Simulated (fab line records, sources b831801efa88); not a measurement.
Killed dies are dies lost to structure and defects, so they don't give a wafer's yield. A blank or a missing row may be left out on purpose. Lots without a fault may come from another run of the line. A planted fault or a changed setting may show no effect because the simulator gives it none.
Chamber matching | flow sky130 | SKY_CONTACT_CMP_04 on cmp-01: 4 sister chambers
The step polishes SiO2. 18 wafers are shown with their chamber, then 8 later ones without.

WAFERS WITH THEIR CHAMBER
wafer  | chamber | motor_current_A (A) | time_to_endpoint_s (s)
L237.1 | 1       | 12.1                | 80
L237.4 | 2       | 11.0                | 84
L237.6 | 1       | 11.9                | 84
L238.1 | 1       | 12.6                | 84
L238.3 | 0       | 11.1                | 86
L238.5 | 0       | 11.8                | 86
L239.1 | 3       | 13.0                | 84
L239.4 | 1       | 12.1                | 81
L239.6 | 3       | 12.4                | 79
L242.1 | 1       | 12.9                | 84
L242.2 | 2       | 11.2                | 87
L242.3 | 0       | 12.0                | 85
L248.1 | 2       | 11.7                | 89
L248.2 | 1       | 11.7                | 82
L248.4 | 0       | 11.6                | 85
L249.1 | 0       | 11.7                | 82
L249.2 | 3       | 12.4                | 83
L249.3 | 1       | 11.9                | 83

SIGNATURES (means of the wafers above)
reading            | chamber 0 | chamber 1 | chamber 2 | chamber 3 | scatter within a chamber
motor_current_A    | 11.640    | 12.171    | 11.300    | 12.600    | 0.382
time_to_endpoint_s | 84.80     | 82.57     | 86.67     | 82.00     | 1.95
Rule: a wafer's distance from a chamber is the root of the sum, over the readings, of the square of ((its reading less the chamber's mean) divided by the reading's scatter). The wafer belongs to the nearest chamber; if the next one is less than 2 further off, it can't be placed. The scatter: the root of (the sum of the squares of (reading less its chamber's mean) over the shown wafers, divided by (wafers less chambers)).

WAFERS WITHOUT THEIR CHAMBER
wafer  | motor_current_A (A) | time_to_endpoint_s (s)
L252.2 | 12.1                | 85
L252.3 | 11.7                | 82
L252.4 | 13.0                | 83
L255.4 | 11.1                | 84
L255.5 | 11.5                | 92
L255.6 | 11.7                | 74
L256.4 | 11.3                | 85
L256.5 | 12.4                | 96

WHICH CHAMBER EACH WENT THROUGH
wafer  | from the rows above               | in truth
L252.2 | can't be placed: 0 or 1 or 3 or 2 | 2
L252.3 | can't be placed: 1 or 0 or 3 or 2 | 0
L252.4 | can't be placed: 3 or 1           | 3
L255.4 | can't be placed: 2 or 0 or 1      | 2
L255.5 | can't be placed: 2 or 0           | 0
L255.6 | can't be placed: 1 or 3 or 0      | 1
L256.4 | can't be placed: 2 or 0 or 1      | 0
L256.5 | can't be placed: 2 or 0 or 1 or 3 | 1
Placed correctly: 0 of 8. Can't be placed from these rows: 8 (the true chamber is among the candidates in 8). Placed wrongly: 0.
